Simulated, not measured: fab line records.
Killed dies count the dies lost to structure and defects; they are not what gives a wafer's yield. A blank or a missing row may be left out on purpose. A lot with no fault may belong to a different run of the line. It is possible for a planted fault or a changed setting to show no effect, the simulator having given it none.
Shared-tool check -- flow gf180mcu -- Lots sampled 13, wafers sampled 39

## WHAT PROMPTED THE OPENING
2 of 13 lots carry a flag on the reading VT_IMPLANT_TW at GF_VT_IMPLANT_TW_MEAS_10. Fault-free wafers read 565, with a standard deviation of 3.5.
Rule: a lot is flagged in two cases, either no wafer of it has a number, or all its wafers with numbers fall more than 4 standard deviations from that mean. The rest of the lots are taken to be sound.

lot,measured,on,"VT_IMPLANT_TW, wafer by wafer",flag
L614,day 5 12:37,film_metro-03,564 566 566,
L615,day 5 18:40,film_metro-04,567 566 569,
L616,day 6 10:59,film_metro-02,560 563 563,
L617,day 6 17:50,film_metro-04,565 563 566,
L621,day 7 14:52,film_metro-02,557 557 553,
L622,day 7 21:04,film_metro-03,571 567 570,
L625,day 8 11:29,film_metro-02,645 642 643,FLAGGED
L626,day 8 15:59,film_metro-02,639 642 644,FLAGGED
L628,day 9 06:41,film_metro-02,563 562 563,
L630,day 9 17:13,film_metro-04,567 569 567,
L631,day 10 08:29,film_metro-02,560 563 564,
L634,day 10 18:25,film_metro-03,567 568 567,
L637,day 11 15:59,film_metro-04,568 566 568,
The numbers of the flagged lots are 642 on average: +78 against the usual, or +22 standard deviations.

## EACH LOT AND THE TOOL IT RAN ON
The record holds 1 process step before the reading, out of a route of 602 steps. In each cell: the tool, then ch and the chambers that the sampled wafers went through, then the start.
lot,flag,GF_VT_IMPLANT_IMPLANT_08
L614,,"implanter-03 ch 0, day 5 12:25"
L615,,"implanter-04 ch 0, day 5 18:26"
L616,,"implanter-04 ch 0, day 6 10:44"
L617,,"implanter-04 ch 0, day 6 17:35"
L621,,"implanter-04 ch 0, day 7 14:37"
L622,,"implanter-04 ch 0, day 7 20:52"
L625,FLAGGED,"implanter-03 ch 0, day 8 11:14"
L626,FLAGGED,"implanter-03 ch 0, day 8 15:44"
L628,,"implanter-04 ch 0, day 9 06:26"
L630,,"implanter-04 ch 0, day 9 16:59"
L631,,"implanter-02 ch 0, day 10 08:13"
L634,,"implanter-02 ch 0, day 10 18:10"
L637,,"implanter-04 ch 0, day 11 15:44"
These steps, and what they do:
- GF_VT_IMPLANT_IMPLANT_08
- GF_VT_IMPLANT_TW_MEAS_10

## FLAGGED OVER TOTAL, TOOL BY TOOL (the gauges that took the reading come last)
step,tool,lots run,flagged,share of the flagged lots,sound lots run after its first flagged lot
GF_VT_IMPLANT_IMPLANT_08,implanter-02,2,0,none,-
GF_VT_IMPLANT_IMPLANT_08,implanter-03,3,2,all,0
GF_VT_IMPLANT_IMPLANT_08,implanter-04,8,0,none,-
GF_VT_IMPLANT_TW_MEAS_10,film_metro-02,6,2,all,"2 (L628,L631)"
GF_VT_IMPLANT_TW_MEAS_10,film_metro-03,3,0,none,-
GF_VT_IMPLANT_TW_MEAS_10,film_metro-04,4,0,none,-

## WHAT THE TABLE PERMITS
Every flagged lot went through 2 rows of the table: implanter-03 at GF_VT_IMPLANT_IMPLANT_08 and film_metro-02 at GF_VT_IMPLANT_TW_MEAS_10.
- implanter-03 at GF_VT_IMPLANT_IMPLANT_08: 2 of its 3 lots flagged. It ran its last sound lot, L614, at day 5 12:25 and its first flagged lot, L625, at day 8 11:14: a fault with its onset between the two fits. Its own readings lie more than 4 standard deviations out on every wafer of the flagged lots: dose_ions_cm2, faraday_current_uA.
- film_metro-02 at GF_VT_IMPLANT_TW_MEAS_10: 2 of its 6 lots flagged. Lots that were sound ran on it after the first flagged one (L628, L631); a persistent fault on the entire tool would not allow that.
One tool is left: implanter-03 at GF_VT_IMPLANT_IMPLANT_08.

## WHAT THE SIMULATOR PUT IN
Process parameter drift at GF_VT_IMPLANT_IMPLANT_08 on implanter-03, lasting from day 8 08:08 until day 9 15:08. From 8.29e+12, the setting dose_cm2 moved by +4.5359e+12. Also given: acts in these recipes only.
Struck lots among those shown: L625, L626. This agrees with what the rule above found.
